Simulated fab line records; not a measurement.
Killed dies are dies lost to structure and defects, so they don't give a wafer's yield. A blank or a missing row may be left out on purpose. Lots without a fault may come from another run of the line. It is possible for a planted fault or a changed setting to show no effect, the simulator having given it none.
The tool behind it: which one? | flow sky130 | 11 lots, 33 wafers sampled, at 3 steps of a route of 708

WHAT EACH GAUGE READ, for each wafer
SKY_PASSIVATION_THK_MEAS_01.
lot  | measured     | on            | PASSIVATION_CVD_00_THK (nm)
L226 | day 44 07:01 | film-metro-02 | 89.0 90.3 91.1
L227 | day 44 11:58 | film-metro-02 | 88.2 91.9 91.0
L229 | day 44 16:50 | film-metro-02 | 87.4 89.4 87.6
L231 | day 45 09:05 | film-metro-04 | 90.2 89.2 90.2
L232 | day 45 19:14 | film-metro-02 | 89.6 86.6 90.9
L238 | day 47 09:52 | film-metro-02 | 87.6 87.3 89.9
L239 | day 47 12:50 | film-metro-02 | 88.9 90.7 91.1
L243 | day 48 06:32 | film-metro-03 | 89.7 88.7 91.9
L244 | day 48 11:11 | film-metro-03 | 88.9 91.2 90.7
L247 | day 49 06:32 | film-metro-03 | 90.9 91.1 92.4
L248 | day 49 13:39 | film-metro-04 | 88.4 86.9 89.8

WHAT TOOL EACH LOT RAN ON (gives the tool, then ch and the chambers of the sampled wafers, and finally the start)
lot  | SKY_METAL3_STRIP_19                  | SKY_METAL5_SPUTTER_00
L226 | plasma-asher-01 ch 0,1, day 39 03:05 | pvd-sputter-04, day 43 07:56
L227 | plasma-asher-01 ch 0,1, day 39 07:38 | pvd-sputter-03, day 43 13:37
L229 | plasma-asher-03 ch 0, day 39 12:06   | pvd-sputter-02, day 43 17:44
L231 | plasma-asher-01 ch 0,1, day 40 06:53 | pvd-sputter-03, day 44 10:52
L232 | plasma-asher-01 ch 0,1, day 40 20:02 | pvd-sputter-03, day 44 21:34
L238 | plasma-asher-01 ch 0,1, day 42 14:26 | pvd-sputter-04, day 46 12:58
L239 | plasma-asher-01 ch 0,1, day 42 18:20 | pvd-sputter-03, day 46 16:18
L243 | plasma-asher-04 ch 0, day 43 15:54   | pvd-sputter-04, day 47 10:05
L244 | plasma-asher-03 ch 0,1, day 43 22:11 | pvd-sputter-02, day 47 15:19
L247 | plasma-asher-03 ch 0,1, day 44 20:29 | pvd-sputter-02, day 48 11:03
L248 | plasma-asher-01 ch 0,1, day 45 06:56 | pvd-sputter-04, day 48 19:57
- SKY_METAL3_STRIP_19: strips in O2/N2.
- SKY_METAL5_SPUTTER_00: material Ti, target thk 15 nm, time 10 s.

AS READ BY THE TOOLS THEMSELVES (means over the sampled wafers that have a number; for cases with no such wafer, the mark the record gives instead)
SKY_METAL3_STRIP_19.
lot  | tool            | drypump-motor-current-A (A) | oes-product-au (a.u.) | strip-time-to-endpoint-s (s)
L226 | plasma-asher-01 | 5.3                         | 0.511                 | 6.78
L227 | plasma-asher-01 | 5.7                         | 0.502                 | 6.46
L229 | plasma-asher-03 | 5.4                         | 0.497                 | 6.37
L231 | plasma-asher-01 | 5.3                         | 0.495                 | 6.39
L232 | plasma-asher-01 | 5.3                         | 0.511                 | 6.68
L238 | plasma-asher-01 | 5.3                         | 0.499                 | 6.54
L239 | plasma-asher-01 | 5.3                         | 0.503                 | 6.47
L243 | plasma-asher-04 | 5.9                         | 0.510                 | 6.63
L244 | plasma-asher-03 | 5.6                         | 0.500                 | 6.63
L247 | plasma-asher-03 | 5.6                         | 0.506                 | 6.54
L248 | plasma-asher-01 | 5.3                         | 0.500                 | 6.49

SKY_METAL5_SPUTTER_00.
lot  | tool           | throttle-valve-pct (%)
L226 | pvd-sputter-04 | 29.4
L227 | pvd-sputter-03 | 28.7
L229 | pvd-sputter-02 | 30.4
L231 | pvd-sputter-03 | 28.8
L232 | pvd-sputter-03 | 28.8
L238 | pvd-sputter-04 | 29.5
L239 | pvd-sputter-03 | 28.8
L243 | pvd-sputter-04 | 29.4
L244 | pvd-sputter-02 | 30.3
L247 | pvd-sputter-02 | 30.8
L248 | pvd-sputter-04 | 29.2

THE ANSWER, worked out from the rows above alone
Rule: the usual values come from the lots themselves. Put in order of their means at a reading, lots are off if they are a third of the lots or fewer, leave a main group of 4 or more, and stand apart from it by a gap of 3 or more times the standard deviation of the main group's means; of several such gaps the widest counts. A main group is skipped when, at the precision printed for the reading in the tables above, its means are all equal. A lot without any number at a reading at which 4 lots or more have one is off too. All remaining lots with rows at the step are treated as sound. After the gauges, taken in route order, come the tools' own readings; for these a lot's mean is taken, as printed above. The first step at which some lot is off is used, and at that step the reading that is off furthest; a lot without a number counts as furthest.
No lot is off on any of the readings shown, so nothing can be concluded from this.

WHAT THE SIMULATOR HAD PUT IN
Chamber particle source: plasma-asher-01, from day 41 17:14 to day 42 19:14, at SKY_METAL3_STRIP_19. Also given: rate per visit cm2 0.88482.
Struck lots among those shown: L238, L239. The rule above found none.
